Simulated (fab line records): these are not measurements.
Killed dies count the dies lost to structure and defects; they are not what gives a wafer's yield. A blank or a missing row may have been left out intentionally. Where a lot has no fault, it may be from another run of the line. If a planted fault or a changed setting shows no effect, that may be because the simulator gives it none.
Which tool was responsible? ; flow sky130 ; 24 lots, 72 wafers sampled, at 6 steps of a route of 708

WHAT THE GAUGES SHOWED, per wafer
SKY_CAP2M_THK_MEAS_01. Usual: CAP2M_CVD_00_THK 15.54 nm, standard deviation 0.21.
lot;measured;on;CAP2M_CVD_00_THK (nm);flag
L074;day 39 04:51;film metro-02;15.43 15.45 15.57;
L076;day 39 13:44;film metro-02;15.72 15.55 15.38;
L075;day 39 16:57;film metro-04;15.02 15.14 15.47;
L077;day 40 10:20;film metro-04;15.37 15.51 15.76;
L078;day 40 18:53;film metro-04;15.92 15.41 15.82;
L079;day 41 04:58;film metro-01;15.35 15.39 15.57;
L080;day 41 05:47;film metro-02;15.38 15.53 15.71;
L081;day 41 18:14;film metro-02;15.56 15.67 15.68;
L082;day 41 19:47;film metro-04;15.25 15.65 15.45;
L083;day 42 06:16;film metro-02;15.40 15.45 15.80;
L084;day 42 10:56;film metro-02;15.32 15.60 15.80;
L085;day 42 17:20;film metro-01;15.31 15.39 15.68;
L086;day 43 03:57;film metro-01;15.51 15.77 15.40;
L087;day 43 07:53;film metro-04;15.47 15.25 15.60;
L088;day 43 13:29;film metro-04;15.24 15.37 15.44;
L089;day 43 21:58;film metro-01;15.31 15.45 15.65;
L090;day 44 21:07;film metro-02;15.65 15.19 15.75;
L091;day 45 01:45;film metro-01;15.33 15.35 15.73;
L092;day 45 06:58;film metro-01;15.79 15.60 15.89;
L093;day 45 10:56;film metro-04;15.58 15.42 15.61;
L095;day 45 22:56;film metro-01;15.60 15.70 15.54;
L094;day 45 23:52;film metro-04;15.63 15.39 16.27;
L096;day 46 00:54;film metro-04;15.60 15.75 15.85;
L097;day 47 07:09;film metro-01;15.46 15.33 15.61;

SKY_VIA4_OVL_MEAS_11. Usual: VIA4_OVL 0.5 nm, standard deviation 1.5.
lot;measured;on;VIA4_OVL (nm);flag
L074;day 42 08:19;overlay-01;1.1 1.1 2.0;
L076;day 42 16:35;overlay-02;0.6 -0.2 -1.0;
L075;day 42 19:19;overlay-02;-0.6 0.8 0.2;
L077;day 43 12:10;overlay-02;1.8 3.5 0.2;
L078;day 43 19:34;overlay-02;0.9 -0.4 -0.2;
L079;day 44 04:55;overlay-02;-0.3 0.8 0.3;
L080;day 44 05:09;overlay-01;1.7 2.8 3.5;
L081;day 44 16:52;overlay-01;1.5 -0.1 0.0;
L082;day 44 17:11;overlay-01;0.8 0.2 -0.3;
L083;day 45 03:20;overlay-01;0.7 1.0 2.0;
L084;day 45 08:30;overlay-01;-0.3 -0.3 -2.3;
L085;day 45 14:15;overlay-02;-0.3 0.0 -0.1;
L086;day 45 23:37;overlay-02;-0.8 -2.2 -1.2;
L087;day 46 02:29;overlay-01;2.2 1.8 2.2;
L088;day 46 07:00;overlay-02;0.6 1.3 2.2;
L089;day 46 15:01;overlay-01;-0.7 -0.3 0.7;
L090;day 47 11:51;overlay-01;0.1 -1.4 0.5;
L091;day 47 16:11;overlay-01;0.7 0.3 -1.7;
L092;day 47 20:52;overlay-02;0.0 -0.1 -1.4;
L093;day 48 00:38;overlay-01;2.1 4.1 2.8;
L095;day 48 11:46;overlay-02;0.4 0.2 1.0;
L094;day 48 13:09;overlay-02;-0.6 1.2 1.0;
L096;day 48 13:45;overlay-02;-3.5 -3.5 -1.4;
L097;day 49 15:45;overlay-01;2.4 2.5 1.8;

SKY_VIA4_THK_MEAS_20: measures by xrf. Usual: VIA4_W_THK 511 nm, standard deviation 6.2.
lot;measured;on;VIA4_W_THK (nm);flag
L074;day 42 09:21;film metro-02;512 511 514;
L076;day 42 17:37;film metro-02;508 502 512;
L075;day 42 20:21;film metro-02;508 507 508;
L077;day 43 13:15;film metro-02;522 514 516;
L078;day 43 20:36;film metro-02;510 510 509;
L079;day 44 05:59;film metro-03;514 512 514;
L080;day 44 06:11;film metro-01;505 513 516;
L081;day 44 17:57;film metro-02;517 522 525;
L082;day 44 18:16;film metro-03;516 515 512;
L083;day 45 04:25;film metro-02;506 507 507;
L084;day 45 09:32;film metro-02;519 518 516;
L085;day 45 15:17;film metro-03;511 510 515;
L086;day 46 00:39;film metro-01;512 503 502;
L087;day 46 03:32;film metro-01;512 509 511;
L088;day 46 08:04;film metro-01;510 506 508;
L089;day 46 16:23;film metro-02;515 511 515;
L090;day 47 12:57;film metro-02;511 515 514;
L091;day 47 17:13;film metro-02;509 511 508;
L092;day 47 22:02;film metro-01;507 509 505;
L093;day 48 01:46;film metro-01;509 510 507;
L095;day 48 13:01;film metro-01;505 504 504;
L094;day 48 14:13;film metro-03;512 503 514;
L096;day 48 14:52;film metro-01;504 507 503;
L097;day 49 16:47;film metro-02;531 526 526;

WHAT TOOL EACH LOT RAN ON (gives the tool, then ch and the chambers of the sampled wafers, and finally the start)
lot;SKY_METAL3_ETCH_16;SKY_VIA3_ETCH_14;SKY_METAL4_METAL_ETCH_18
L074;rie metal-03 ch 0,1, day 38 00:26;rie diel-03 ch 0,1,3, day 39 03:16;rie metal-01 ch 0,1, day 41 06:36
L076;rie metal-02 ch 0,1, day 38 09:37;rie diel-04 ch 0,3, day 39 12:07;rie metal-01 ch 0,1, day 41 16:19
L075;rie metal-01 ch 0,1, day 38 13:14;rie diel-03 ch 0,1, day 39 15:06;rie metal-04 ch 0,1, day 41 18:43
L077;rie metal-03 ch 0,1, day 39 06:46;rie diel-03 ch 0,2, day 40 08:48;rie metal-01 ch 0,1, day 42 11:58
L078;rie metal-01 ch 0,1, day 39 15:04;rie diel-03 ch 2,3, day 40 17:21;rie metal-04 ch 0,1, day 42 19:58
L079;rie metal-03 ch 0,1, day 40 01:00;rie diel-04 ch 0,1,3, day 41 03:25;rie metal-01 ch 0,1, day 43 05:19
L080;rie metal-02 ch 0, day 40 01:59;rie diel-03 ch 0,2, day 41 04:15;rie metal-04 ch 0,1, day 43 05:51
L081;rie metal-01 ch 0, day 40 14:12;rie diel-04 ch 1,3, day 41 16:42;rie metal-04 ch 0, day 43 17:22
L082;rie metal-03 ch 0,1, day 40 15:35;rie diel-01 ch 1,2, day 41 18:13;rie metal-01 ch 0,1, day 43 18:09
L083;rie metal-03 ch 0,1, day 41 02:43;rie diel-01 ch 0,1, day 42 04:43;rie metal-01 ch 0,1, day 44 04:07
L084;rie metal-03 ch 1, day 41 08:03;rie diel-01 ch 0,1,3, day 42 09:22;rie metal-04 ch 0,1, day 44 09:57
L085;rie metal-03 ch 0,1, day 41 14:41;rie diel-04 ch 1,3, day 42 15:48;rie metal-04 ch 0,1, day 44 15:43
L086;rie metal-03 ch 0,1, day 42 01:58;rie diel-01 ch 1,3, day 43 02:22;rie metal-02 ch 0,1, day 45 01:09
L087;rie metal-01 ch 0,1, day 42 05:44;rie diel-04 ch 0,2,3, day 43 06:19;rie metal-01 ch 1, day 45 04:19
L088;rie metal-01 ch 0,1, day 42 11:10;rie diel-04 ch 0,1,2, day 43 11:54;rie metal-01 ch 1, day 45 09:13
L089;rie metal-03 ch 0,1, day 42 20:26;rie diel-03 ch 0,1,2, day 43 20:25;rie metal-01 ch 0,1, day 45 17:18
L090;rie metal-03 ch 0,1, day 43 19:17;rie diel-01 ch 0,2, day 44 19:26;rie metal-01 ch 0,1, day 46 14:42
L091;rie metal-01 ch 0,1, day 43 23:32;rie diel-01 ch 1,2,3, day 44 23:46;rie metal-02 ch 0,1, day 46 19:33
L092;rie metal-01 ch 0,1, day 44 05:43;rie diel-01 ch 0,2,3, day 45 04:58;rie metal-01 ch 0,1, day 47 00:33
L093;rie metal-03 ch 0,1, day 44 10:35;rie diel-01 ch 0,1, day 45 09:23;rie metal-01 ch 0,1, day 47 03:59
L095;rie metal-03 ch 0,1, day 44 22:38;rie diel-04 ch 2,3, day 45 21:14;rie metal-02 ch 0,1, day 47 15:48
L094;rie metal-02 ch 0,1, day 44 23:28;rie diel-01 ch 0,1,2, day 45 22:12;rie metal-04 ch 0,1, day 47 16:49
L096;rie metal-02 ch 0,1, day 45 00:34;rie diel-03 ch 0,1,3, day 45 23:12;rie metal-01 ch 0,1, day 47 18:05
L097;rie metal-02 ch 0,1, day 46 06:53;rie diel-01 ch 0,3, day 47 04:56;rie metal-04 ch 0,1, day 48 21:37
- SKY_METAL3_ETCH_16: etches BARC in N2/H2, stops on SiO2, time 88.2 s, target depth 60 nm.
- SKY_VIA3_ETCH_14: etches BARC in N2/H2, stops on SiO2, time 45.9 s, target depth 60 nm.
- SKY_METAL4_METAL_ETCH_18: etches the open film in Cl2/BCl3, stops on SiO2, target depth 845 nm, time 183.1 s.

AS READ BY THE TOOLS THEMSELVES (means over the sampled wafers that have a number; for cases with no such wafer, the mark the record gives instead)
SKY_METAL3_ETCH_16. Usual: bias w 100.08 W, standard deviation 0.28; drypump motor current A 5.5 A, standard deviation 0.42; oes product au 0.626 a.u., standard deviation 0.0045; throttle valve pct 13.205 %, standard deviation 0.009.
lot;tool;bias w (W);drypump motor current A (A);oes product au (a.u.);throttle valve pct (%);flag
L074;rie metal-03;99.92;5.4;0.628;13.201;
L076;rie metal-02;100.36;5.8;0.624;13.205;
L075;rie metal-01;100.18;5.5;0.626;13.206;
L077;rie metal-03;100.11;5.2;0.627;13.210;
L078;rie metal-01;99.92;5.5;0.625;13.204;
L079;rie metal-03;100.18;5.2;0.625;13.208;
L080;rie metal-02;100.31;6.2;0.625;13.200;
L081;rie metal-01;99.77;6.0;0.624;13.207;
L082;rie metal-03;99.98;5.4;0.626;13.205;
L083;rie metal-03;99.93;5.4;0.627;13.210;
L084;rie metal-03;100.15;5.5;0.624;13.205;
L085;rie metal-03;100.06;5.4;0.627;13.205;
L086;rie metal-03;100.13;5.4;0.630;13.204;
L087;rie metal-01;100.00;5.5;0.623;13.213;
L088;rie metal-01;100.27;5.5;0.621;13.195;
L089;rie metal-03;99.56;5.4;0.626;13.202;
L090;rie metal-03;100.14;5.2;0.627;13.200;
L091;rie metal-01;100.05;5.7;0.624;13.202;
L092;rie metal-01;100.48;5.5;0.622;13.207;
L093;rie metal-03;100.07;5.4;0.627;13.203;
L095;rie metal-03;100.09;5.4;0.625;13.204;
L094;rie metal-02;99.93;5.3;0.622;13.213;
L096;rie metal-02;100.01;5.8;0.626;13.206;
L097;rie metal-02;100.04;5.8;0.628;13.199;

SKY_VIA3_ETCH_14. Usual: bias w 99.9 W, standard deviation 0.32; drypump motor current A 5.6 A, standard deviation 0.38; oes product au 0.855 a.u., standard deviation 0.0045; throttle valve pct 13.226 %, standard deviation 0.0081.
lot;tool;bias w (W);drypump motor current A (A);oes product au (a.u.);throttle valve pct (%);flag
L074;rie diel-03;99.9;5.6;0.858;13.223;
L076;rie diel-04;99.8;5.7;0.853;13.223;
L075;rie diel-03;100.0;5.5;0.852;13.223;
L077;rie diel-03;100.2;5.5;0.856;13.231;
L078;rie diel-03;100.2;5.9;0.853;13.231;
L079;rie diel-04;100.1;5.9;0.852;13.218;
L080;rie diel-03;99.9;5.7;0.853;13.227;
L081;rie diel-04;99.9;6.1;0.853;13.228;
L082;rie diel-01;100.1;5.2;0.852;13.228;
L083;rie diel-01;99.8;5.2;0.851;13.226;
L084;rie diel-01;99.9;5.5;0.855;13.225;
L085;rie diel-04;99.9;6.1;0.858;13.231;
L086;rie diel-01;99.6;5.5;0.851;13.224;
L087;rie diel-04;99.5;5.7;0.855;13.220;
L088;rie diel-04;100.3;5.7;0.853;13.225;
L089;rie diel-03;100.2;5.6;0.857;13.229;
L090;rie diel-01;99.7;5.1;0.859;13.222;
L091;rie diel-01;100.1;5.5;0.854;13.232;
L092;rie diel-01;99.9;5.4;0.858;13.226;
L093;rie diel-01;99.9;5.2;0.860;13.225;
L095;rie diel-04;100.0;5.7;0.854;13.230;
L094;rie diel-01;99.8;5.2;0.855;13.222;
L096;rie diel-03;100.1;5.6;0.858;13.232;
L097;rie diel-01;99.5;5.5;0.856;13.227;

SKY_METAL4_METAL_ETCH_18. Usual: bias w 48.50 W, standard deviation 0.14; drypump motor current A 5.6 A, standard deviation 0.39; oes product au 0.865 a.u., standard deviation 0.0076; throttle valve pct 22.263 %, standard deviation 0.01.
lot;tool;bias w (W);drypump motor current A (A);oes product au (a.u.);throttle valve pct (%);flag
L074;rie metal-01;48.51;5.7;0.859;22.267;
L076;rie metal-01;48.50;5.7;0.858;22.276;
L075;rie metal-04;48.58;5.6;0.875;22.266;
L077;rie metal-01;48.49;5.7;0.867;22.262;
L078;rie metal-04;48.51;5.8;0.865;22.260;
L079;rie metal-01;48.65;5.7;0.861;22.264;
L080;rie metal-04;48.55;5.6;0.857;22.270;
L081;rie metal-04;48.47;5.5;0.868;22.262;
L082;rie metal-01;48.54;5.5;0.865;22.256;
L083;rie metal-01;48.48;5.8;0.875;22.269;
L084;rie metal-04;48.49;5.6;0.873;22.253;
L085;rie metal-04;48.40;5.8;0.860;22.269;
L086;rie metal-02;48.55;5.3;0.856;22.254;
L087;rie metal-01;48.32;5.2;0.875;22.261;
L088;rie metal-01;48.44;5.2;0.870;22.263;
L089;rie metal-01;48.49;5.5;0.867;22.260;
L090;rie metal-01;48.51;5.7;0.868;22.256;
L091;rie metal-02;48.56;5.7;0.859;22.263;
L092;rie metal-01;48.53;5.8;0.855;22.262;
L093;rie metal-01;48.47;5.5;0.867;22.262;
L095;rie metal-02;48.58;5.8;0.859;22.265;
L094;rie metal-04;48.61;5.7;0.869;22.260;
L096;rie metal-01;48.39;5.5;0.862;22.268;
L097;rie metal-04;48.70;5.8;0.858;22.259;

THE ANSWER, worked out from the rows above alone
Rule: a lot is off if the mean of its wafers that have a number lies more than 3 standard deviations from the usual mean. A lot without any number at a reading at which 4 lots or more have one is off too. Where the step has rows for the other lots, those lots are counted as sound. Order of review: gauges by route order, followed by the tools' own readings, for which a lot's mean as printed above is used. The first step at which some lot is off is used, and at that step the reading that is off furthest; a lot without a number counts as furthest.
Nothing can be told from this: no lot is off at any reading shown.

WHAT HAD BEEN PUT IN BY THE SIMULATOR
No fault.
